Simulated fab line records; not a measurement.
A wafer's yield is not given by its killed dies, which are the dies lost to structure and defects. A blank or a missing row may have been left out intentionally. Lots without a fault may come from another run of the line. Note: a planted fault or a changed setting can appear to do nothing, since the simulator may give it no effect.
Chamber matching    flow sky130    4 sister chambers for SKY_LI_CONTACT_CMP_02 on cmp-02
The step polishes PSG. 8 wafers are shown with their chamber, then 12 later ones without.

== WAFERS WITH THEIR CHAMBER ==
wafer   chamber  motorCurrentA (A)  timeToEndpointS (s)
L082.2  3        11.8               34.9
L083.5  3        12.1               30.2
L088.1  0        9.7                35.2
L088.3  1        12.5               33.1
L088.4  2        12.2               32.7
L089.2  1        12.4               30.4
L089.3  0        10.0               35.8
L089.4  2        10.8               34.2

== WAFERS MISSING THEIR CHAMBER ==
wafer   motorCurrentA (A)  timeToEndpointS (s)
L090.3  11.8               35.5
L090.5  11.9               34.7
L090.6  9.3                35.0
L091.2  10.0               33.0
L091.4  12.6               26.6
L091.5  11.4               34.8
L092.1  9.8                29.8
L092.2  12.4               29.8
L092.4  12.3               35.2
L097.3  11.6               28.4
L097.4  11.4               30.7
L097.5  11.3               31.7

== EACH ONE'S CHAMBER ==
wafer   from the rows above           in truth
L090.3  can't be placed: 2 or 3 or 1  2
L090.5  can't be placed: 2 or 3 or 1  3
L090.6  0                             0
L091.2  can't be placed: 0 or 2       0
L091.4  can't be placed: 1 or 3 or 2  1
L091.5  can't be placed: 2 or 3 or 1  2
L092.1  can't be placed: 0 or 2 or 3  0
L092.2  can't be placed: 1 or 3 or 2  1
L092.4  can't be placed: 3 or 1 or 2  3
L097.3  can't be placed: 3 or 1 or 2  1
L097.4  can't be placed: 2 or 3 or 1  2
L097.5  can't be placed: 2 or 3 or 1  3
Correct placement for 1 of the 12. From these rows, 11 cannot be placed; in 11 the true chamber is one of the candidates. 0 placed wrongly.
How it was worked out, from the rows above alone: a wafer's distance from a chamber is the root of the sum, over the readings, of the square of ((its reading less the chamber's mean) divided by the reading's scatter). If the next closest chamber is less than 2 further off than the closest, the wafer can't be placed; otherwise it belongs to the closest. Each chamber's mean is taken over the wafers shown for it. The scatter is the square root of a quotient: the sum, over the shown wafers, of each reading's squared deviation from its chamber's mean, divided by wafers minus chambers.
